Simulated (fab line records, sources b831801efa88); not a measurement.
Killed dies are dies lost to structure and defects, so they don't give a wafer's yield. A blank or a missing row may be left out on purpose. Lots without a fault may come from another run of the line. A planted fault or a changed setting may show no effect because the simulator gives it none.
Which tool did it? | flow gf180mcu | 14 lots, 40 wafers sampled, at 4 steps of a route of 602

WHAT THE GAUGES READ, wafer by wafer
GF_VT_IMPLANT_RS_MEAS_47: measures by four-point-probe.
lot  | measured     | on            | NWELL_RS (ohm/sq)
L841 | day 7 11:25  | film_metro-02 | 488.8 488.7 487.9
L843 | day 8 03:02  | film_metro-04 | 488.1 487.1 488.0
L844 | day 8 10:04  | film_metro-03 | 485.2 486.2 488.6
L845 | day 8 15:16  | film_metro-03 | 487.7 489.8 487.6
L846 | day 8 22:28  | film_metro-02 | 489.0 489.0 489.0
L848 | day 9 10:58  | film_metro-02 | 488.1 488.1 488.2
L851 | day 10 09:11 | film_metro-04 | 485.8 485.9 484.3
L854 | day 11 08:23 | film_metro-04 | 487.5 513.5
L855 | day 11 12:05 | film_metro-02 | 486.9 511.2
L857 | day 12 00:34 | film_metro-02 | 489.0 488.3 488.5
L858 | day 12 07:41 | film_metro-04 | 488.1 486.7 489.0
L860 | day 12 22:23 | film_metro-04 | 490.4 488.7 489.2
L861 | day 13 02:28 | film_metro-04 | 487.2 488.4 487.7
L863 | day 13 14:43 | film_metro-02 | 486.2 487.6 486.5

GF_PSD_OVL_MEAS_08.
lot  | measured     | on         | PSD_OVL (nm)
L841 | day 14 02:07 | overlay-01 | 1.5 -0.8 -0.6
L843 | day 14 17:28 | overlay-02 | 0.5 0.3 -0.6
L844 | day 15 03:52 | overlay-01 | 1.2 0.1 0.8
L845 | day 15 09:58 | overlay-01 | -0.9 -1.9 -0.6
L846 | day 15 18:22 | overlay-02 | -0.7 -0.7 1.1
L848 | day 16 10:29 | overlay-02 | 2.0 -0.1 0.2
L851 | day 17 23:07 | overlay-01 | -0.4 0.0 0.1
L854 | day 19 05:14 | overlay-01 | -0.6 0.3
L855 | day 19 07:50 | overlay-01 | -2.6 -1.8
L857 | day 20 04:28 | overlay-01 | 0.5 1.5 1.0
L858 | day 20 07:29 | overlay-01 | 0.3 -0.7 2.4
L860 | day 21 09:55 | overlay-01 | 1.2 0.9 0.6
L861 | day 21 11:37 | overlay-01 | -0.6 -0.5 -2.5
L863 | day 22 03:17 | overlay-01 | -1.0 0.2 -1.6

GF_M2_RS_MEAS_05: measures by four-point-probe.
lot  | measured     | on            | M2_ALCU_RS (ohm/sq)
L841 | day 17 22:50 | film_metro-04 | 0.0687 0.0690 0.0694
L843 | day 18 16:10 | film_metro-02 | 0.0715 0.0708 0.0710
L844 | day 19 03:50 | film_metro-01 | 0.0699 0.0707 0.0699
L845 | day 19 12:53 | film_metro-04 | 0.0696 0.0699 0.0699
L846 | day 19 22:44 | film_metro-02 | 0.0700 0.0703 0.0694
L848 | day 20 16:55 | film_metro-04 | 0.0695 0.0698 0.0698
L851 | day 22 05:23 | film_metro-01 | 0.0697 0.0697 0.0700
L854 | day 23 10:34 | film_metro-04 | 0.0697 0.0692
L855 | day 23 13:59 | film_metro-02 | 0.0696 0.0690
L857 | day 24 06:02 | film_metro-02 | 0.0689 0.0698 0.0687
L858 | day 24 10:57 | film_metro-04 | 0.0707 0.0701 0.0707
L860 | day 25 10:47 | film_metro-04 | 0.0678 0.0688 0.0687
L861 | day 25 11:49 | film_metro-01 | 0.0703 0.0708 0.0704
L863 | day 26 03:04 | film_metro-02 | 0.0696 0.0693 0.0697

WHICH TOOL RAN EACH LOT (tool, then ch and the chambers of the sampled wafers, then the start)
lot  | GF_NWELL_IMPLANT_08
L841 | implanter-03 ch 0, day 3 07:02
L843 | implanter-03 ch 0, day 3 18:23
L844 | implanter-03 ch 0, day 3 23:56
L845 | implanter-02 ch 0, day 4 05:14
L846 | implanter-02 ch 0, day 4 09:53
L848 | implanter-01 ch 0, day 4 19:48
L851 | implanter-01 ch 0, day 5 13:14
L854 | implanter-01 ch 0, day 6 08:38
L855 | implanter-01 ch 0, day 6 12:25
L857 | implanter-02 ch 0, day 6 21:31
L858 | implanter-03 ch 0, day 7 04:41
L860 | implanter-03 ch 0, day 7 15:22
L861 | implanter-02 ch 0, day 7 19:56
L863 | implanter-02 ch 0, day 8 07:56
- GF_NWELL_IMPLANT_08

WHAT THE TOOLS THEMSELVES READ (means of the sampled wafers that have a number; where no wafer has one, the mark that the record gives instead)
The record holds no such reading with a usual standard deviation.

THE ANSWER, worked out from the rows above alone
Rule: what is usual is taken from the lots themselves. Put in order of their means at a reading, lots are off if they are a third of the lots or fewer, leave a main group of 4 or more, and stand apart from it by a gap of 3 or more times the standard deviation of the main group's means; of several such gaps the widest counts. A main group whose means are all the same, to the digits that the tables above print for the reading, isn't used. A lot without any number at a reading at which 4 lots or more have one is off too. The other lots that the step has rows for count as sound. The gauges are gone through in route order, then the tools' own readings, and for those a lot's mean is taken as printed above. The first step at which some lot is off is used, and at that step the reading that is off furthest; a lot without a number counts as furthest.
Off: L854, L855, at GF_VT_IMPLANT_RS_MEAS_47 (NWELL_RS). The main group: mean 487.9 ohm/sq, standard deviation 1.1.
A tool fits if, at a process step before that reading, it ran every lot that is off, and no sound lot after the first of them. The gauges at GF_VT_IMPLANT_RS_MEAS_47 are tried like those tools. One fits: implanter-01 at GF_NWELL_IMPLANT_08. Its last sound lot is L851 (day 5 13:14), its first lot that is off L854 (day 6 08:38): a fault that began between those two fits.

WHAT THE SIMULATOR HAD PUT IN
Process parameter drift: implanter-01, from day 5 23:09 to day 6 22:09, at GF_NWELL_IMPLANT_08. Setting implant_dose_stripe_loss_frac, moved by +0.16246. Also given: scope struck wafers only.
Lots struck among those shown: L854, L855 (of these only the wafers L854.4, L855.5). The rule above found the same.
